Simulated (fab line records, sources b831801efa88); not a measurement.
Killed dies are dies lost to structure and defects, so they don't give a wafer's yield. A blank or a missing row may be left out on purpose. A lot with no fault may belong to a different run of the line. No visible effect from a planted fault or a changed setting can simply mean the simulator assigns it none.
Problem report in the 8D (eight disciplines) form, filled by code :: flow sky130 :: the parts of the form that need people (team, actions taken, sign-off) are left out

1. WHAT WENT WRONG
At SKY_LDD_N_STRIP_16, strip time to endpoint s averages 4.662 s over 6 wafers from 2 lots, while fault-free wafers read 4.320 s, standard deviation 0.016. That puts it +21 standard deviations away from the usual mean.
The step: strips in O2/N2.
The first sign was on wafer L323.1 at day 24 19:02, on plasma asher-04. The record has a number at this step for 36 wafers belonging to 12 lots. By rule, "out" or "out of limits" means more than 4 standard deviations away from the usual mean. Any other wafer with a number is counted as sound.

2. WHAT IT IS AND WHAT IT IS NOT
question: which readings at this step
is: strip time to endpoint s
is not: drypump motor current A

question: which lots
is: L323, L324
is not: L304, L308, L309, L311, L313, L315, L319, L320, L322, L326

question: which wafers of those lots
is: all that have a number
is not: -

question: read on which tools
is: plasma asher-04
is not: plasma asher-01, plasma asher-03

question: when
is: from day 24 19:02
is not: up to then (27 sound wafers); but 3 sound wafers of L326 came after

3. WHAT RULES OUT EACH SUSPECT
Counting: a tool at any process step up to the reading remains a suspect when it ran all the lots that are out and ran no sound lot after the first of those.
- litho track-04 at SKY_LDD_N_COAT_02 (resist thk 300 nm): kept. Every lot that is out went through it, starting with L323 (day 24 02:32), and after that it ran no sound lot; the last sound lot it ran before then is L322 (day 23 16:46).
- plasma asher-04 at SKY_LDD_N_STRIP_16 (strips in O2/N2): kept. Every lot that is out went through it, starting with L323 (day 24 19:02), and after that it ran no sound lot; the last sound lot it ran before then is L319 (day 23 07:07). Out on those wafers are its own readings of strip time to endpoint s.
What counting leaves: litho track-04 at SKY_LDD_N_COAT_02 and plasma asher-04 at SKY_LDD_N_STRIP_16.

4. THE CAUSE (what the simulator had put in)
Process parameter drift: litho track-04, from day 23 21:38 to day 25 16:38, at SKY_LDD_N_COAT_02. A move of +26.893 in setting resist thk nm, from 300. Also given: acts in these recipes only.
This tool is one of the 2 suspects left after counting.

5. THE EFFECT CHAIN, in route order
Each row: a reading whose mean over the struck wafers that have a number lies more than 3 standard deviations from the usual. Scope: only readings with a usual standard deviation given in the record; hours: median across lots of the time from each lot's start at the first step in this table that gives one to its start at this step; sigmas: change in usual standard deviations.
hours: 0
step: SKY_LDD_N_STRIP_16
reading: oes product au
usual: 0.406 a.u.
on struck wafers: 0.423
change: +0.017
sigmas: +3.7

hours: 0
step: SKY_LDD_N_STRIP_16
reading: strip time to endpoint s
usual: 4.320 s
on struck wafers: 4.662
change: +0.341
sigmas: +21
Process steps it contains:
- SKY_LDD_N_STRIP_16: strips in O2/N2.
At these later measuring or inspecting steps, every struck wafer for which the step has a row has a number for every such reading, and none has moved that far: SKY_VIA1_CD_MEAS_12.

6. WHAT WOULD HAVE CAUGHT IT SOONER
The fault began at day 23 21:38; the first out-of-limits reading in this record came at day 24 19:02, 21 hours later.
No tool reading at SKY_LDD_N_COAT_02 that has a usual standard deviation in the record was out on any struck wafer, so an alarm limit of 4 standard deviations on those readings would not have fired.
The start of SKY_LDD_N_COAT_02 on litho track-04 came by day 24 19:02 for every one of the lots that are out (2). Tool hold at that time: it would have spared none of them.
